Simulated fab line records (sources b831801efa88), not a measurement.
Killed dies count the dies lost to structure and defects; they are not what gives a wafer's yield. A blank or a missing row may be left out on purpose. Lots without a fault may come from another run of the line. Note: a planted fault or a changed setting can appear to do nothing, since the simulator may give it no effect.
fab line records	flow sky130
[record] lots = 5	wafers = 15	lastDay = 50
route steps=708 shown CAPM@554 METAL3@555 PAD_OPEN@708
lots that met no fault: from a run of the same line without faults
startH: the number of hours between the record's first day and the start of the first shown wafer of the lot	waitH: time in hours since the lot's previous step	" repeats the value in the row above	L1.1+2: a row that stands for several wafers	- either no value or no given start	* or withheld: withheld	< > ~ a bound
route shown NAME@n: names a module that has steps shown in the file, with the first one's number in the route	usual: mean and standard deviation over wafers with no fault	same: alike in all rows	chamber/n: place in a boat	sites: per-site readings	_std_site: standard deviation of those values	_edge_site: the outer-site mean with the inner-site mean subtracted	radiusMm: for every site, how far away it sits from the centre of the wafer	mask NAME#n: copy n	behind: tool/chamber where the wafer was last shaped	hold: the reason the lot was held/the length of the hold in hours/how it ended	device: whichever transistor did not switch (one of n, p or np)	end of line: the tests these same wafers got at the end of their route	a step without rows: its recipe alone	killed: dies lost to structure and defects at the first sort, not the wafer's yield	map: a wafer's dies, x killed, . not, _ none there
set.NAME: the run value of the setting; set.NAME@STEP: its run value at that earlier step	model.NAME: the simulator's own value behind a step, which no gauge read
lots at selected steps of the route; one table per step, one row per wafer
services: a tool's chamber out of use, with start hour (startH, from the record's first day; less than 0 if before it), hours out, and reason
[[steps]]
[step SKY_CAPM_CLEAN_17]
[recipe] chemistry = O3/DIW	dry = n2Spin
[step SKY_METAL3_DEHYDRATE_05]
[recipe] tempC = 200	timeS = 60
[step SKY_METAL3_HMDS_06]
[recipe] primeTimeS = 60	primeTempC = 120
[step SKY_METAL3_COAT_07]
[recipe] resist = BARC	tempC = withheld	timeS = withheld	spinRpm = 3000	resistThkNm = 60
[step SKY_METAL3_COAT_08]
[recipe] resist = KrF-thick	spinRpm = 3000	resistThkNm = 1140
[step SKY_METAL3_SOFTBAKE_09]
[recipe] tempC = 100	timeS = 90	resist = KrF-thick
[step SKY_METAL3_EXPOSE_10]
[recipe] maskId = MM3	na = 0.68	sourceShape = annular	sigmaInner = 0.4	sigmaOuter = 0.8	targetCdNm = 300	doseMj = 28
[step SKY_METAL3_PEB_11]
[recipe] pebTempC = withheld	pebTimeS = withheld	resist = KrF-thick
[step SKY_METAL3_DEVELOP_12]
[recipe] developTimeS = 60	resist = KrF-thick	devTempC = 21
[step SKY_METAL3_CD_MEAS_13]
[recipe] targetCdNm = 300
[usual] cdNm = 299.6/1.6
lot.wafer	tool	chamber	startH	waitH	cdNm
L397.1	cdSem-02	-	892.55	-	298.8
L397.2	"	-	"	"	299.3
L397.6	"	-	"	"	299.9
L399.3	cdSem-01	-	898.99	-	301.3
L399.4	"	-	"	"	300.8
L399.5	"	-	"	"	301.8
L408.2	cdSem-01	-	971.47	-	300.3
L408.4	"	-	"	"	301.6
L408.5	"	-	"	"	300.2
L418.2	cdSem-02	-	1044.44	-	297.5
L418.4	"	-	"	"	296.8
L418.6	"	-	"	"	297.8
L420.1	cdSem-01	-	1049.90	-	299.4
L420.4	"	-	"	"	299.5
L420.6	"	-	"	"	300.0
[step SKY_METAL3_OVL_MEAS_14]
[usual] METAL3_OVL = 1/5.2
lot.wafer	tool	chamber	startH	waitH	METAL3_OVL[nm]
L397.1	overlay-01	-	892.67	0.1	-4
L397.2	"	-	"	"	-1
L397.6	"	-	"	"	3
L399.3	overlay-02	-	899.08	0.1	-2
L399.4	"	-	"	"	-1
L399.5	"	-	"	"	-2
L408.2	overlay-02	-	971.58	0.1	9
L408.4	"	-	"	"	-1
L408.5	"	-	"	"	15
L418.2	overlay-02	-	1044.55	0.1	0
L418.4	"	-	"	"	-1
L418.6	"	-	"	"	2
L420.1	overlay-01	-	1050.02	0.1	-2
L420.4	"	-	"	"	-3
L420.6	"	-	"	"	1
[step SKY_METAL3_DESCUM_15]
[recipe] chemistry = O2	sourcePowerW = 150	biasPowerW = 0	pressureMtorr = 10	tempC = 40	timeS = 8
[usual] drypumpMotorCurrentA = 5.9/0.47	oesProductAu = 1.003/0.011	rfFwdPowerW = 146.9/0.74	tempC = 39.99/0.11
lot.wafer	tool	chamber	startH	waitH	drypumpMotorCurrentA	oesProductAu	rfFwdPowerW	rfHoursCounterH	tempC
L397.1	rieMetal-01	0	892.71	0.0	5.8	0.998	146.1	11	39.92
L397.2	"	0	"	"	5.8	0.992	146.6	-	39.92
L397.6	"	0	"	"	5.8	0.992	146.6	-	39.93
L399.3	rieMetal-04	1	899.12	0.0	5.0	0.996	147.0	-	39.95
L399.4	"	0	"	"	5.5	1.014	147.7	-	40.13
L399.5	"	0	"	"	5.5	1.014	148.0	-	39.93
L408.2	rieMetal-01	0	971.61	0.0	5.8	1.000	146.1	15	39.97
L408.4	"	0	"	"	5.8	0.994	146.5	-	40.18
L408.5	"	0	"	"	5.8	0.996	146.2	-	39.92
L418.2	rieMetal-03	1	1044.58	0.0	5.3	0.988	147.5	22	39.86
L418.4	"	0	"	"	6.4	1.017	147.9	-	39.85
L418.6	"	1	"	"	5.4	0.996	147.3	-	39.75
L420.1	rieMetal-01	0	1050.06	0.0	5.8	0.998	146.1	19	40.08
L420.4	"	1	"	"	6.4	1.017	147.7	-	39.82
L420.6	"	0	"	"	5.8	0.996	146.1	-	40.10
[step SKY_METAL3_ETCH_16]
[recipe] chemistry = N2/H2	target = BARC	ionEnergyEv = 200	biasW = 100	pressureMtorr = 30	n2FlowSccm = 100	h2FlowSccm = 200	icpW = 500	stopOn = SiO2	timeS = 88.2	targetDepthA = 600
[usual] drypumpMotorCurrentA = 5.9/0.46	oesProductAu = 0.625/0.0048	rfFwdPowerW = 496.6/1.8	runLengthS = 116.1/0.38	throttleValvePct = 13.205/0.0091
lot.wafer	tool	chamber	startH	waitH	drypumpMotorCurrentA	oesProductAu	rfFwdPowerW	rfHoursCounterH	runLengthS	throttleValvePct	model.KrF-thick_of_METAL3_COAT_08.thkNm	model.METAL3.cdNm	model.SiO2_of_CAPM_CVD_00.thkNm
L397.1	rieMetal-01	0	892.77	0.1	5.8	0.617	497.3	11	116.1	13.199	1075	300.2	15.58
L397.2	"	0	"	"	5.8	0.628	498.2	-	116.0	13.209	1074	300.4	15.24
L397.6	"	0	"	"	5.8	0.624	497.0	-	116.1	13.199	1079	299.3	15.55
L399.3	rieMetal-04	1	899.17	0.0	5.1	0.637	496.2	-	116.3	13.206	1074	299.7	15.53
L399.4	"	0	"	"	5.5	0.618	498.0	-	116.0	13.212	1076	297.7	16
L399.5	"	0	"	"	5.5	0.626	496.8	-	116.2	13.220	1075	299.1	15.67
L408.2	rieMetal-01	0	971.64	0.0	5.8	0.618	495.9	15	116.0	13.210	1074	301.4	15.59
L408.4	"	0	"	"	5.8	0.624	498.1	-	115.9	13.208	1073	301.8	15.99
L408.5	"	0	"	"	5.8	0.574	497.7	-	139.6	13.196	1060	296.2	14.48
L418.2	rieMetal-03	1	1044.61	0.0	5.4	0.625	496.2	22	116.3	13.204	1073	297.1	15.7
L418.4	"	0	"	"	6.4	0.629	494.7	-	116.1	13.196	1069	298.9	15.44
L418.6	"	1	"	"	5.4	0.626	496.4	-	116.7	13.217	1071	296.7	15.96
L420.1	rieMetal-01	0	1050.09	0.0	5.8	0.625	496.8	19	115.9	13.222	1081	300	15.27
L420.4	"	1	"	"	6.4	0.619	494.5	-	115.7	13.186	1076	300.6	15.49
L420.6	"	0	"	"	5.8	0.620	496.6	-	115.9	13.209	1074	300.5	15.35
[step SKY_METAL3_ETCH_17]
[recipe] target = SiO2	stopOn = TiN	chemistry = C4F8/O2/Ar	sourceW = 1500	biasW = 1200	pressureMtorr = 40	c4f8FlowSccm = withheld	O2_flow_sccm = 6	Ar_flow_sccm = 300	timeS = 3.9	targetDepthA = 150
[usual] oesProductAu = 0.756/0.0075	rfFwdPowerW = 1468/7.8
lot.wafer	tool	chamber	startH	waitH	oesProductAu	rfFwdPowerW	rfHoursCounterH	model.METAL3.cdNm	model.etch.depthNm
L397.1	rieDiel-02	2	892.97	0.2	0.752	1474	5	300.1	15.58
L397.2	"	1	"	"	0.749	1461	4	300.2	15.24
L397.6	"	3	"	"	0.756	1467	-	299.3	15.55
L399.3	rieDiel-03	3	899.24	0.0	0.750	1461	17	299.7	15.53
L399.4	"	0	"	"	0.771	1470	24	297.7	16
L399.5	"	1	"	"	0.752	1475	-	298.9	15.67
L408.2	rieDiel-04	1	971.74	0.1	0.763	1471	5	301.3	15.59
L408.4	"	0	"	"	0.757	1468	12	301.9	15.99
L408.5	"	3	"	"	0.728	1480	-	296.3	14.48
L418.2	rieDiel-02	3	1044.71	0.1	0.768	1462	17	297.2	15.7
L418.4	"	0	"	"	0.748	1477	22	299	15.44
L418.6	"	0	"	"	0.761	1477	-	296.8	15.96
L420.1	rieDiel-03	2	1050.19	0.1	0.741	1480	15	300	15.27
L420.4	"	1	"	"	0.754	1468	28	300.5	15.49
L420.6	"	1	"	"	0.744	1468	-	300.4	15.35
[step SKY_METAL3_METAL_ETCH_18]
[recipe] targetDepthA = 8450	stopOn = SiO2	overEtchFrac = 0.3	timeS = 183.1	chemistry = Cl2/BCl3	resistSidewallDeg = 88	pressureMtorr = 10	icpW = 900	biasW = 48.5	Cl2_flow_sccm = 60	bcl3FlowSccm = 30
[usual] drypumpMotorCurrentA = 5.7/0.47	oesProductAu = 0.867/0.0067	rfFwdPowerW = 896.2/2.8	runLengthS = 211.1/0.35	throttleValvePct = 22.263/0.0084
lot.wafer	tool	chamber	startH	waitH	drypumpMotorCurrentA	oesProductAu	rfFwdPowerW	rfHoursCounterH	runLengthS	throttleValvePct	model.KrF-thick_of_METAL3_COAT_08.thkNm
L397.1	rieMetal-04	0	892.99	0.0	5.5	0.864	895.4	13	211.1	22.267	514.7
L397.2	"	1	"	"	5.0	0.873	894.7	18	211.9	22.265	519.6
L397.6	"	1	"	"	5.0	0.861	894.5	-	211.1	22.250	527.3
L399.3	rieMetal-03	0	899.31	0.1	6.4	0.875	897.0	-	211.4	22.266	516.1
L399.4	"	1	"	"	5.4	0.876	892.8	-	211.0	22.267	521.4
L399.5	"	1	"	"	5.4	0.872	892.1	-	211.4	22.269	515.3
L408.2	rieMetal-03	1	971.76	0.0	5.4	0.868	892.9	19	211.2	22.268	526
L408.4	"	1	"	"	5.4	0.868	891.7	-	211.1	22.263	523.1
L408.5	"	1	"	"	5.4	0.864	889.8	-	211.2	22.283	513.7
L418.2	rieMetal-01	1	1044.73	0.0	6.4	0.865	896.0	8	210.7	22.269	513.4
L418.4	"	0	"	"	5.8	0.862	901.0	-	211.0	22.244	515.6
L418.6	"	0	"	"	5.8	0.859	900.4	-	211.4	22.271	520.8
L420.1	rieMetal-04	1	1050.21	0.0	5.0	0.873	896.6	4	211.6	22.264	534.2
L420.4	"	1	"	"	5.0	0.861	895.5	-	211.7	22.264	532
L420.6	"	0	"	"	5.5	0.862	896.7	-	210.9	22.260	523.4
[step SKY_METAL3_STRIP_19]
[recipe] chemistry = O2/N2	powerW = 1400	pressureMtorr = 1500	platenTempC = withheld	o2FlowSccm = 3000	n2FlowSccm = 300	overashFraction = 0.5
[usual] drypumpMotorCurrentA = 5.7/0.61	oesProductAu = 0.500/0.0055	stripTimeToEndpointS = 6.49/0.083
lot.wafer	tool	chamber	startH	waitH	drypumpMotorCurrentA	oesProductAu	rfHoursCounterH	stripTimeToEndpointS
L397.1	plasmaAsher-02	1	893.16	0.1	5.5	0.501	102	6.41
L397.2	"	0	"	"	6.1	0.505	102	6.47
L397.6	"	0	"	"	6.1	0.510	-	6.53
L399.3	plasmaAsher-02	1	899.47	0.1	5.5	0.497	-	6.42
L399.4	"	0	"	"	6.1	0.496	-	6.48
L399.5	"	1	"	"	5.5	0.497	-	6.40
L408.2	plasmaAsher-01	0	971.93	0.1	6.4	0.506	23	6.52
L408.4	"	1	"	"	5.0	0.501	-	6.51
L408.5	"	1	"	"	4.9	0.498	-	6.40
L418.2	plasmaAsher-01	0	1044.90	0.1	6.4	0.493	30	6.39
L418.4	"	0	"	"	6.4	0.493	-	6.42
L418.6	"	0	"	"	6.4	0.492	-	6.46
L420.1	plasmaAsher-02	1	1050.38	0.1	5.5	0.507	118	6.61
L420.4	"	1	"	"	5.5	0.503	-	6.59
L420.6	"	0	"	"	6.1	0.506	-	6.47
[step SKY_PAD_OPEN_PROBE_99]
[usual] defectLimitedYield = 82.5/1.9	killed_at_M0_to_M3 = 42/7.4	killed_at_M4_up = 3.4/1.8	killedAtContacts = 25/5.4	killedAtFrontEnd = 15/4.4	killedAtOther = 0.2/0.52	killedDies = 86/9.3	killedOpen = 47/7.6	killedShort = 39/6.5	sort_bin_3_pad_short = 0.9/0.46	sort_bin_5_function = 10.3/1.5	sort_bin_6_memory = 6.3/1.2	sortNPass = 406/9.3	sortYieldPct = 82.5/1.9
[same] grossDies = 492	killedAtBackSide = 0	sort_bin_4_leakage[%] = 0	sort_bin_8_speed[%] = 0
lot.wafer	tool	chamber	startH	waitH	defectLimitedYield[%]	killed_at_M0_to_M3	killed_at_M4_up	killedAtContacts	killedAtFrontEnd	killedAtOther	killedDies	killedOpen	killedShort	sort_bin_3_pad_short[%]	sort_bin_5_function[%]	sort_bin_6_memory[%]	sortNPass	sortYieldPct[%]
L408.2	prober-01	-	1132.90	0.1	84.3	39	3	24	11	0	77	40	37	0.8	10.4	4.5	415	84.3
// killed by level:class
L408.2 CONTACT:geometricParticle:open=9 LI_CONTACT:geometricParticle:open=7 METAL1:geometricParticle:short=7 VIA1:geometricParticle:open=6 METAL2:geometricParticle:short=5 VIA1:geometricParticle:short=4 VIA3:geometricParticle:open=4 FIELD_ISO:geometricParticle:short=3
[[services]]
tool	chamber	startH	hours	kind
rieMetal-01	1	871.63	-	clean
rieMetal-01	1	871.63	21.8	scheduledDown
rieMetal-01	1	871.63	21.8	ventCycle
rieDiel-03	0	875.14	11.4	repair
plasmaAsher-01	-	888.50	3.1	repair
rieDiel-02	1	893.04	2.9	repair
rieMetal-01	-	906.76	0.6	repair
rieMetal-03	0	910.49	-	clean
rieMetal-03	0	910.49	15.1	scheduledDown
rieMetal-03	0	910.49	15.1	ventCycle
plasmaAsher-01	-	922.68	2.8	pm
rieDiel-02	3	939.96	7.9	repair
rieDiel-02	-	952.82	0.4	repair
rieMetal-04	1	973.86	20.2	repair
plasmaAsher-02	-	994.06	1.3	repair
rieMetal-01	-	995.90	0.2	repair
rieDiel-02	-	998.90	0.4	repair
rieDiel-04	-	1003.66	9.8	repair
rieDiel-02	3	1005.23	8.1	repair
rieDiel-02	0	1007.88	15.0	repair
rieDiel-02	-	1025.26	15.6	pm
rieMetal-04	1	1025.74	13.0	repair
rieDiel-04	2	1030.12	45.6	repair
rieDiel-02	0	1041.17	2.9	repair
[[key]]
[firstSign] step = SKY_METAL3_ETCH_16	reading = runLengthS	direction = up	sigmas = 62	usual = *	struck = *
[effect] step = SKY_METAL3_ETCH_16	reading = oesProductAu	direction = down	sigmas = 11	usual = 0.625	struck = 0.574
[effect] step = SKY_METAL3_ETCH_17	reading = oesProductAu	direction = down	sigmas = 3.7	usual = 0.756	struck = 0.728
[modelEffect] step = SKY_METAL3_ETCH_16	value = KrF-thick_of_METAL3_COAT_08.thkNm	without = 1074	struck = 1060
[modelEffect] step = SKY_METAL3_ETCH_17	value = METAL3.cdNm	without = 300.7	struck = 296.3
[modelEffect] step = SKY_METAL3_METAL_ETCH_18	value = KrF-thick_of_METAL3_COAT_08.thkNm	without = 527.2	struck = 513.7
metAt SKY_METAL3_ETCH_16
struckWafers L408.5
onsetBetween 892.77 971.64
[fault] kind = processParameterDrift	tool = rieMetal-01	chamber = -	onsetH = 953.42	steps = SKY_METAL3_ETCH_16	channel = timeS	offset = *	shape = step	endH = 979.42	scope = struckWafersOnly	actsIn = *	stated = *
